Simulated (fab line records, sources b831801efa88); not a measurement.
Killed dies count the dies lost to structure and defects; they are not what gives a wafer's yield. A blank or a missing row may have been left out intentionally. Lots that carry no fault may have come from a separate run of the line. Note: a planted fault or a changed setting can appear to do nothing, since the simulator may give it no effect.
Which tool did it? | flow sky130 | 12 lots with 36 wafers sampled at 2 steps, on a route of 708 steps

WHAT THE GAUGES READ, wafer by wafer
SKY_VT_ADJUST_NCORE_TW_MEAS_11.
lot  | measured     | on            | VT_ADJUST_NCORE_TW
L075 | day 9 04:31  | film-metro-01 | 216.5 214.8 216.1
L077 | day 9 14:02  | film-metro-03 | 218.0 217.1 218.2
L079 | day 10 02:50 | film-metro-03 | 217.6 217.1 217.3
L081 | day 10 14:56 | film-metro-01 | 216.7 218.1 217.4
L083 | day 11 06:28 | film-metro-03 | 216.5 216.5 216.5
L085 | day 11 22:29 | film-metro-03 | 216.5 218.0 217.1
L087 | day 12 14:48 | film-metro-03 | 218.2 217.9 218.9
L089 | day 13 00:29 | film-metro-02 | 214.3 215.4 216.4
L091 | day 13 13:26 | film-metro-02 | 215.0 215.7 215.8
L093 | day 14 00:02 | film-metro-03 | 218.4 217.3 216.6
L095 | day 14 18:30 | film-metro-02 | 217.0 216.9 217.5
L097 | day 15 12:24 | film-metro-02 | 216.3 215.5 216.7

WHAT TOOL EACH LOT RAN ON (gives the tool, then ch and the chambers of the sampled wafers, and finally the start)
lot  | SKY_FIELD_ISO_ETCH_14
L075 | rie-diel-01 ch 0,1,3, day 2 11:51
L077 | rie-diel-03 ch 0,3, day 2 20:17
L079 | rie-diel-02 ch 0,1,3, day 3 08:03
L081 | rie-diel-03 ch 1,2, day 3 18:59
L083 | rie-diel-02 ch 1,2,3, day 4 03:20
L085 | rie-diel-03 ch 1,2,3, day 4 13:27
L087 | rie-diel-03 ch 1,2,3, day 5 05:15
L089 | rie-diel-01 ch 0,1, day 5 11:00
L091 | rie-diel-03 ch 0,2,3, day 5 21:47
L093 | rie-diel-03 ch 2,3, day 6 07:41
L095 | rie-diel-02 ch 1,2,3, day 6 18:48
L097 | rie-diel-02 ch 0,1,3, day 7 04:17
- SKY_FIELD_ISO_ETCH_14: etches BARC in N2/H2, stops on SiO2, time 45.9 s, target depth 60 nm.

THE ANSWER, worked out from the rows above alone
Rule: usual is defined by the lots themselves. The widest of any qualifying gaps counts: lots, ordered by their means at a reading, are off when they make up no more than a third of the lots, leave a main group of 4 or more, and stand apart from it by 3 or more times the standard deviation of that group's means. A main group whose means are all the same, to the digits that the tables above print for the reading, isn't used. A lot without any number at a reading at which 4 lots or more have one is off too. Where the step has rows for the other lots, those lots are counted as sound.
Nothing can be told from this: no lot is off at any reading shown.

WHAT HAD BEEN PUT IN BY THE SIMULATOR
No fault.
